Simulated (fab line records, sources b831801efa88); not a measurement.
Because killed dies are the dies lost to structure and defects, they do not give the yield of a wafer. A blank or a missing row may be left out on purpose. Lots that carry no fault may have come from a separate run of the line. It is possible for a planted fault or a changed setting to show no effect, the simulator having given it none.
fab line records	flow gf180mcu
record lots=14	wafers=39	last-day=34
route steps=602 shown MVPSD@80 VT_IMPLANT@97 POLY_GATE@174 HV_LDD@207
lots that met no fault: taken from a fault-free run of the same line
start-h: hours from the record's first day to the start of the lot's first wafer shown	wait-h: hours since the lot's step before	" identical to the entry in the row above	L1.1+2: one row covering several wafers at once	- either no value or no given start	* or withheld: withheld	< > ~ a bound
route shown NAME@n: NAME is a module with steps in the file, n the number in the route of the first one	usual: the fault-free wafers' mean and standard deviation	same: alike in all rows	chamber/n: place in a boat	sites: the reading at each site	_std_site: the values' standard deviation	_edge_site: inner sites' mean taken away from outer sites' mean	radius-mm: how far each site lies from the wafer's centre	mask NAME#n: copy n	behind: tool/chamber where the wafer was last shaped	hold: cause of the lot's hold/its duration in hours/its outcome	device: transistor that didn't switch, given as n, p or np	end of line: the same wafers' tests at the end of the route	a step with no rows: only its recipe	killed: dies that structure and defects cost at the first sort, which is not the same as the wafer's yield	map: per-die view of a wafer (x killed, . not killed, _ where there is no die)
set.NAME: the run value of the setting; set.NAME@STEP: its run value at that earlier step	model.NAME: the simulator's own value behind a step, which no gauge read
a sample of lots followed through the steps of the route, with each step as a table and each wafer as a row
## steps
# step GF_MVPSD_COAT_02
# recipe spin-rpm=2000	resist-thk-nm=3000
# usual chill-plate-temp-C=22.96/0.12	dispense-pressure-kPa=47/3.3
lot.wafer	tool	chamber	start-h	wait-h	chill-plate-temp-C	dispense-pressure-kPa
L482.1	litho-track-03	0	89.28	0.1	22.91	51
L482.5	"	0	"	"	22.86	51
L483.2	litho-track-02	0	95.33	0.1	22.97	44
L483.3	"	0	"	"	23.11	44
L483.4	"	0	"	"	23.07	44
L485.2	litho-track-02	0	106.83	0.1	22.86	44
L485.3	"	0	"	"	22.86	44
L485.6	"	0	"	"	22.77	44
L486.1	litho-track-03	0	115.43	0.1	23.08	51
L486.2	"	0	"	"	22.97	51
L486.4	"	0	"	"	22.98	51
L487.1	litho-track-03	0	119.18	0.1	22.90	51
L487.4	"	0	"	"	22.95	51
L487.5	"	0	"	"	22.91	51
L493.1	litho-track-04	0	154.86	0.1	22.90	52
L493.4	"	0	"	"	22.98	52
L493.6	"	0	"	"	22.93	52
L495.2	litho-track-03	-	165.75	0.1	-	-
L495.5	"	-	"	"	-	-
L495.6	"	-	"	"	-	-
L496.1	litho-track-02	-	171.81	0.1	-	-
L496.3	"	-	"	"	-	-
L496.6	"	-	"	"	-	-
L498.2	litho-track-03	0	182.90	0.1	22.71	51
L498.3	"	0	"	"	22.80	51
L498.6	"	0	"	"	22.97	51
L499.1	litho-track-02	0	189.16	0.1	22.75	44
L499.5	"	0	"	"	22.93	44
L499.6	"	0	"	"	22.98	44
L500.2	litho-track-03	0	196.85	0.1	23.07	51
L500.5	"	0	"	"	23.05	51
L500.6	"	0	"	"	22.89	51
L501.1	litho-track-04	0	201.41	0.1	23.06	52
L501.3	"	0	"	"	23.03	52
L501.5	"	0	"	"	22.98	52
L502.1	litho-track-02	0	206.36	0.1	22.77	44
L502.4	"	0	"	"	22.92	44
L504.4	litho-track-02	0	217.63	0.1	23.20	44
L504.5	"	0	"	"	22.88	44
# step GF_MVPSD_OVL_MEAS_07
# usual MVPSD_OVL=-0.2/1.5
lot.wafer	tool	chamber	start-h	wait-h	MVPSD_OVL[nm]
L482.1	overlay-01	-	96.01	-	-1.7
L482.5	"	-	"	"	0.3
L483.2	overlay-02	-	102.72	-	-0.2
L483.3	"	-	"	"	0.6
L483.4	"	-	"	"	0.1
L485.2	overlay-01	-	114.57	-	0.0
L485.3	"	-	"	"	-0.6
L485.6	"	-	"	"	1.6
L486.1	overlay-01	-	123.18	-	-3.2
L486.2	"	-	"	"	0.0
L486.4	"	-	"	"	-2.4
L487.1	overlay-02	-	126.58	-	-0.7
L487.4	"	-	"	"	1.7
L487.5	"	-	"	"	1.5
L493.1	overlay-02	-	163.28	-	1.6
L493.4	"	-	"	"	-2.3
L493.6	"	-	"	"	-1.5
L495.2	overlay-01	-	173.51	-	-
L495.5	"	-	"	"	-
L495.6	"	-	"	"	-
L496.1	overlay-02	-	180.36	-	-
L496.3	"	-	"	"	-
L496.6	"	-	"	"	-
L498.2	overlay-02	-	191.81	-	-1.1
L498.3	"	-	"	"	0.0
L498.6	"	-	"	"	0.3
L499.1	overlay-01	-	197.88	-	-3.1
L499.5	"	-	"	"	-1.9
L499.6	"	-	"	"	-0.4
L500.2	overlay-02	-	206.18	-	2.0
L500.5	"	-	"	"	-0.1
L500.6	"	-	"	"	2.9
L501.1	overlay-02	-	210.38	-	-0.5
L501.3	"	-	"	"	-3.4
L501.5	"	-	"	"	-0.5
L502.1	overlay-02	-	214.86	-	-0.1
L502.4	"	-	"	"	-1.5
L504.4	overlay-01	-	227.38	-	0.5
L504.5	"	-	"	"	-1.0
# step GF_VT_IMPLANT_OVL_MEAS_07
# usual VT_IMPLANT_OVL=-0.3/1.7
lot.wafer	tool	chamber	start-h	wait-h	VT_IMPLANT_OVL[nm]
L482.1	overlay-02	-	110.38	0.1	-0.6
L482.5	"	-	"	"	-2.0
L483.2	overlay-01	-	117.62	0.1	-3.4
L483.3	"	-	"	"	-0.8
L483.4	"	-	"	"	-0.5
L485.2	overlay-01	-	129.42	0.1	1.3
L485.3	"	-	"	"	1.8
L485.6	"	-	"	"	1.9
L486.1	overlay-01	-	138.38	0.1	-0.7
L486.2	"	-	"	"	-2.2
L486.4	"	-	"	"	-0.5
L487.1	overlay-02	-	142.43	0.1	-1.4
L487.4	"	-	"	"	-0.3
L487.5	"	-	"	"	-1.2
L493.1	overlay-01	-	179.68	0.1	-1.4
L493.4	"	-	"	"	-3.5
L493.6	"	-	"	"	-1.8
L495.2	overlay-02	-	190.02	0.1	0.1
L495.5	"	-	"	"	-2.0
L495.6	"	-	"	"	0.0
L496.1	overlay-01	-	197.16	0.1	1.2
L496.3	"	-	"	"	-0.2
L496.6	"	-	"	"	0.1
L498.2	overlay-01	-	208.87	0.1	-0.5
L498.3	"	-	"	"	-0.4
L498.6	"	-	"	"	1.7
L499.1	overlay-01	-	214.81	0.1	-1.1
L499.5	"	-	"	"	-1.9
L499.6	"	-	"	"	-1.4
L500.2	overlay-01	-	224.27	0.1	-0.1
L500.5	"	-	"	"	-0.2
L500.6	"	-	"	"	-0.4
L501.1	overlay-01	-	228.11	0.1	-0.2
L501.3	"	-	"	"	-1.0
L501.5	"	-	"	"	-0.3
L502.1	overlay-02	-	234.01	0.1	2.6
L502.4	"	-	"	"	5.7
L504.4	overlay-02	-	245.99	0.1	-1.8
L504.5	"	-	"	"	-0.6
# step GF_VT_IMPLANT_TW_MEAS_10
# usual VT_IMPLANT_TW=556/3.2
lot.wafer	tool	chamber	start-h	wait-h	VT_IMPLANT_TW
L482.1	film-metro-04	-	110.67	0.1	557
L482.5	"	-	"	"	554
L483.2	film-metro-04	-	117.91	0.1	554
L483.3	"	-	"	"	555
L483.4	"	-	"	"	554
L485.2	film-metro-01	-	129.71	0.1	560
L485.3	"	-	"	"	559
L485.6	"	-	"	"	555
L486.1	film-metro-03	-	138.66	0.1	553
L486.2	"	-	"	"	552
L486.4	"	-	"	"	552
L487.1	film-metro-03	-	142.71	0.1	554
L487.4	"	-	"	"	553
L487.5	"	-	"	"	555
L493.1	film-metro-03	-	179.96	0.1	553
L493.4	"	-	"	"	555
L493.6	"	-	"	"	549
L495.2	film-metro-04	-	190.31	0.1	692
L495.5	"	-	"	"	693
L495.6	"	-	"	"	696
L496.1	film-metro-04	-	197.45	0.1	690
L496.3	"	-	"	"	686
L496.6	"	-	"	"	690
L498.2	film-metro-03	-	209.16	0.1	554
L498.3	"	-	"	"	555
L498.6	"	-	"	"	553
L499.1	film-metro-03	-	215.28	0.2	558
L499.5	"	-	"	"	549
L499.6	"	-	"	"	554
L500.2	film-metro-01	-	224.56	0.1	557
L500.5	"	-	"	"	562
L500.6	"	-	"	"	559
L501.1	film-metro-03	-	228.40	0.1	553
L501.3	"	-	"	"	551
L501.5	"	-	"	"	552
L502.1	film-metro-01	-	234.30	0.1	558
L502.4	"	-	"	"	559
L504.4	film-metro-03	-	246.29	0.1	555
L504.5	"	-	"	"	557
# step GF_VT_IMPLANT_TW_MEAS_21
# usual VT_IMPLANT_2_TW=1206/6.7
lot.wafer	tool	chamber	start-h	wait-h	VT_IMPLANT_2_TW
L482.1	film-metro-03	-	125.70	0.1	1203
L482.5	"	-	"	"	1197
L483.2	film-metro-04	-	132.61	0.1	1202
L483.3	"	-	"	"	1204
L483.4	"	-	"	"	1202
L485.2	film-metro-03	-	145.22	0.1	1211
L485.3	"	-	"	"	1210
L485.6	"	-	"	"	1206
L486.1	film-metro-01	-	154.96	0.1	1212
L486.2	"	-	"	"	1219
L486.4	"	-	"	"	1210
L487.1	film-metro-04	-	158.61	0.1	1215
L487.4	"	-	"	"	1214
L487.5	"	-	"	"	1213
L493.1	film-metro-01	-	196.81	0.1	1201
L493.4	"	-	"	"	1208
L493.6	"	-	"	"	1201
L495.2	film-metro-03	-	208.02	0.1	1230
L495.5	"	-	"	"	1237
L495.6	"	-	"	"	1228
L496.1	film-metro-03	-	214.80	0.1	1231
L496.3	"	-	"	"	1230
L496.6	"	-	"	"	1231
L498.2	film-metro-01	-	227.31	0.1	1208
L498.3	"	-	"	"	1207
L498.6	"	-	"	"	1203
L499.1	film-metro-01	-	233.92	0.1	1204
L499.5	"	-	"	"	1208
L499.6	"	-	"	"	1211
L500.2	film-metro-03	-	243.01	0.1	1209
L500.5	"	-	"	"	1206
L500.6	"	-	"	"	1201
L501.1	film-metro-01	-	246.75	0.1	1211
L501.3	"	-	"	"	1209
L501.5	"	-	"	"	1210
L502.1	film-metro-01	-	252.91	0.1	1210
L502.4	"	-	"	"	1205
L504.4	film-metro-01	-	264.44	0.1	1208
L504.5	"	-	"	"	1208
# step GF_POLY_GATE_THK_MEAS_17
# recipe reads=SiO2_of_POLY_GATE_OXIDATION_16
# usual POLY_GATE_OXIDATION_THK=3.97/0.071
lot.wafer	tool	chamber	start-h	wait-h	POLY_GATE_OXIDATION_THK[nm]
L482.1	film-metro-03	-	201.39	0.0	4.07
L482.5	"	-	"	"	4.06
L483.2	film-metro-02	-	206.97	0.0	3.92
L483.3	"	-	"	"	3.86
L483.4	"	-	"	"	3.94
L485.2	film-metro-02	-	218.53	0.0	4.10
L485.3	"	-	"	"	4.00
L485.6	"	-	"	"	3.98
L486.1	film-metro-02	-	229.12	0.0	3.95
L486.2	"	-	"	"	3.96
L486.4	"	-	"	"	3.93
L487.1	film-metro-02	-	234.87	0.0	3.88
L487.4	"	-	"	"	3.88
L487.5	"	-	"	"	3.89
L493.1	film-metro-04	-	279.77	0.0	3.98
L493.4	"	-	"	"	4.00
L493.6	"	-	"	"	4.04
L495.2	film-metro-04	-	291.85	0.0	3.90
L495.5	"	-	"	"	3.98
L495.6	"	-	"	"	3.94
L496.1	film-metro-02	-	299.52	0.0	4.02
L496.3	"	-	"	"	4.02
L496.6	"	-	"	"	3.86
L498.2	film-metro-02	-	310.63	0.0	3.90
L498.3	"	-	"	"	3.91
L498.6	"	-	"	"	3.95
L499.1	film-metro-04	-	320.67	0.0	4.05
L499.5	"	-	"	"	3.98
L499.6	"	-	"	"	3.93
L500.2	film-metro-04	-	328.89	0.0	3.91
L500.5	"	-	"	"	3.86
L500.6	"	-	"	"	3.90
L501.1	film-metro-03	-	334.57	0.0	3.96
L501.3	"	-	"	"	3.86
L501.5	"	-	"	"	3.88
L502.1	film-metro-02	-	343.07	0.0	4.00
L502.4	"	-	"	"	4.01
L504.4	film-metro-03	-	357.76	0.0	4.04
L504.5	"	-	"	"	3.94
# step GF_HV_LDD_CD_MEAS_31
# recipe target-cd-nm=400
# usual cd-nm=399.9/2.8
lot.wafer	tool	chamber	start-h	wait-h	cd-nm
L482.1	cd-sem-02	-	255.78	0.1	400.2
L482.5	"	-	"	"	397.1
L483.2	cd-sem-02	-	262.08	0.1	404.0
L483.3	"	-	"	"	404.5
L483.4	"	-	"	"	403.1
L485.2	cd-sem-02	-	274.63	0.1	397.9
L485.3	"	-	"	"	397.5
L485.6	"	-	"	"	399.6
L486.1	cd-sem-01	-	285.36	0.1	397.9
L486.2	"	-	"	"	399.1
L486.4	"	-	"	"	399.6
L487.1	cd-sem-01	-	291.51	0.1	401.0
L487.4	"	-	"	"	398.1
L487.5	"	-	"	"	400.2
L493.1	cd-sem-02	-	341.43	0.1	398.1
L493.4	"	-	"	"	399.2
L493.6	"	-	"	"	398.6
L495.2	cd-sem-01	-	355.58	0.1	398.5
L495.5	"	-	"	"	397.6
L495.6	"	-	"	"	397.6
L496.1	cd-sem-01	-	363.06	0.1	394.9
L496.3	"	-	"	"	396.2
L496.6	"	-	"	"	397.2
L498.2	cd-sem-01	-	373.37	0.1	397.0
L498.3	"	-	"	"	400.2
L498.6	"	-	"	"	399.1
L499.1	cd-sem-02	-	385.37	0.1	400.2
L499.5	"	-	"	"	399.0
L499.6	"	-	"	"	399.5
L500.2	cd-sem-02	-	394.62	0.1	398.8
L500.5	"	-	"	"	401.8
L500.6	"	-	"	"	399.7
L501.1	cd-sem-01	-	400.96	0.1	402.5
L501.3	"	-	"	"	401.0
L501.5	"	-	"	"	402.7
L502.1	cd-sem-01	-	409.15	0.1	400.7
L502.4	"	-	"	"	396.2
L504.4	cd-sem-01	-	426.37	0.1	394.9
L504.5	"	-	"	"	395.3
## key
first-sign step=GF_MVPSD_COAT_02	reading=tool-record	direction=missing
effect step=GF_MVPSD_OVL_MEAS_07	reading=MVPSD_OVL	direction=missing
effect step=GF_VT_IMPLANT_TW_MEAS_10	reading=VT_IMPLANT_TW	direction=up	sigmas=43	usual=556	struck=691
effect step=GF_VT_IMPLANT_TW_MEAS_21	reading=VT_IMPLANT_2_TW	direction=up	sigmas=3.9	usual=1206	struck=1231
met-at GF_MVPSD_COAT_02
struck-lots L495,L496
sort-left-out L495.2,L495.5,L495.6,L496.1,L496.3,L496.6
tester-left-out L495,L496
not-acting-at GF_VT_IMPLANT_OVL_MEAS_07,GF_POLY_GATE_THK_MEAS_17,GF_HV_LDD_CD_MEAS_31
onset-between 119.18 165.75
fault kind=skipped-step-whole	tool=litho-track-02,litho-track-03	chamber=-	onset-h=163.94	steps=GF_MVPSD_COAT_02	scope=struck-lots-only
# tester-left-out: of these lots the tester's yield and bins aren't shown, on N5 and GAA mostly nor the transistor test; their killed dies are dies lost to structure and defects alone, not to doping, threshold or leakage, so they don't give the yield
# sort-left-out: the simulated sort isn't trusted on such a fault, so these wafers' sort isn't shown, and their yield isn't known
